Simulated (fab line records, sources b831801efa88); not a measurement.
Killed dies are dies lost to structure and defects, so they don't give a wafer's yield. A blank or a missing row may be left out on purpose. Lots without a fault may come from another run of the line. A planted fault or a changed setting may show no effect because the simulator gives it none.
A struck lot beside a sound one | flow sky130 | 16 steps out of a route of 708
Sound: wafers L858.2, L858.3, L858.4. Struck: wafers L867.1, L867.5, L867.6. The cause comes at the end.
At each step with rows: each side's tool, then ch and its chambers, then its first start. Under that, the readings that differ: sound wafers | struck wafers | difference of the means | sigmas: that difference in standard deviations of wafers without a fault.
alike: readings whose means differ by less than 2 such deviations, and words and numbers that are the same on both sides. not compared: withheld readings, readings that some wafer has no value for, bounds like >300 that may hide the same value, and numbers for which the record gives no deviation and whose values overlap.
The two part at a step that has a row with sigmas, a row that says differs or no value, or rows on one side only. Numbers that don't overlap but have no deviation are shown without sigmas and don't part them. A reading that every wafer of one side lacks parts them only if that side has two wafers or more.

SKY_NWELL_RS_MEAS_29: measures by four-point-probe.
  sound on film_metro-04, day 7 15:35; struck on film_metro-04, day 10 00:37
  alike: NWELL_RS
SKY_NWELL_RS_MEAS_31: measures by four-point-probe.
  sound on film_metro-04, day 7 15:49; struck on film_metro-04, day 10 00:52
  alike: PWDE_RS
then, 7 steps without rows for these wafers: SKY_VT_ADJUST_HVTP_DEHYDRATE_00 (time 60 s); SKY_VT_ADJUST_HVTP_HMDS_01 (prime time 60 s); SKY_VT_ADJUST_HVTP_COAT_02 (resist thk 1140 nm); SKY_VT_ADJUST_HVTP_SOFTBAKE_03 (time 60 s); SKY_VT_ADJUST_HVTP_EXPOSE_04 (exposes mask HVTPM, target cd 380 nm); SKY_VT_ADJUST_HVTP_PEB_05; SKY_VT_ADJUST_HVTP_DEVELOP_06 (develop time 60 s).
SKY_VT_ADJUST_HVTP_CD_MEAS_07: target cd 380 nm.
  sound on cd_sem-01, day 8 11:53; struck on cd_sem-01, day 10 23:46
  alike: cd_nm
SKY_VT_ADJUST_HVTP_OVL_MEAS_08:
  sound on overlay-01, day 8 11:59; struck on overlay-01, day 10 23:53
  alike: VT_ADJUST_HVTP_OVL
SKY_VT_ADJUST_HVTP_IMPLANT_09:
  sound on implanter-02 ch 0, day 8 12:02; struck on implanter-03 ch 0, day 10 23:56
  reading                   | sound                | struck               | difference | sigmas
  beam_energy_keV           | 150.01 150.03 150.10 | 165.97 165.90 165.88 | +15.87     | +99 or more
  model.implant.rp_nm (nm)  | 82.87 82.87 82.87    | 93.5 93.5 93.5       | +10.6      |
  model.implant.drp_nm (nm) | 33.4 33.4 33.4       | 36.3 36.3 36.3       | +2.9       |
  alike: beam_on_s
SKY_VT_ADJUST_HVTP_STRIP_10: strips in O2/N2.
  sound on plasma_asher-01 ch 0,1, day 8 12:10; struck on plasma_asher-02 ch 0,1, day 11 00:05
  alike: drypump_motor_current_A, oes_product_au, strip_time_to_endpoint_s
  not compared: rf_hours_counter_h
SKY_VT_ADJUST_HVTP_TW_MEAS_11:
  sound on film_metro-01, day 8 12:17; struck on film_metro-01, day 11 00:11
  reading           | sound          | struck         | difference | sigmas
  VT_ADJUST_HVTP_TW | 1360 1356 1354 | 1396 1385 1381 | +31        | +2
then, 1 step without rows for these wafers: SKY_VT_ADJUST_LVTN_DEHYDRATE_00 (time 60 s).
-- the record jumps here: 39 days lie between the struck wafers' starts before and after (it left off in module VT_ADJUST_LVTN and takes up again in module PAD_OPEN, whose first step shown is number 708 of the route) --
SKY_PAD_OPEN_PROBE_99:
  sound on prober-02, day 48 03:34; struck on prober-02, day 50 03:50
  reading                                  | sound                | struck               | difference | sigmas
  model.etest.tip_p.rs_ohm_sq              | 6757 6764 6827       | 6455 6487 6486       | -307       |
  model.etest.pfet_01v8.r_on_ohm_um        | 2848 2889 2868       | 2767 2776 2798       | -88        |
  model.etest.pfet_01v8.drive_ua_um        | 195.7 192.2 194.9    | 209.1 208.1 205.1    | +13.2      |
  model.etest.pfet_01v8_mvt.drive_ua_um    | 156.6 152.6 154.2    | 166.7 164.7 165      | +11.0      |
  model.etest.pfet_01v8_hvt.drive_ua_um    | 146.2 141.6 145.5    | 156.6 152.1 152.1    | +9.2       |
  model.etest.sram_pfet_latch.drive_ua_um  | 142.2 138.9 138.8    | 151.8 149.4 147      | +9.4       |
  model.etest.pfet_01v8_mvt.off_log10_a_um | -10.13 -10.47 -10.53 | -9.037 -8.968 -9.146 | +1.326     |
  model.etest.pfet_01v8.off_log10_a_um     | -9.378 -9.656 -9.389 | -8.425 -8.452 -8.572 | +0.991     |
  alike: killed_at_M0_to_M3, killed_at_M4_up, killed_at_contacts, killed_at_front_end, killed_at_other, killed_dies, killed_open, killed_short

WHERE THEY PART
First at SKY_VT_ADJUST_HVTP_IMPLANT_09; last, within this record, at SKY_VT_ADJUST_HVTP_TW_MEAS_11. Later steps at which nothing parts them and some readings are alike: SKY_PAD_OPEN_PROBE_99.

WHY: what the simulator had put in
Process parameter drift: implanter-03, from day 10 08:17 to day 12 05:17, at SKY_VT_ADJUST_HVTP_IMPLANT_09. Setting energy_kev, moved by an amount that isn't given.
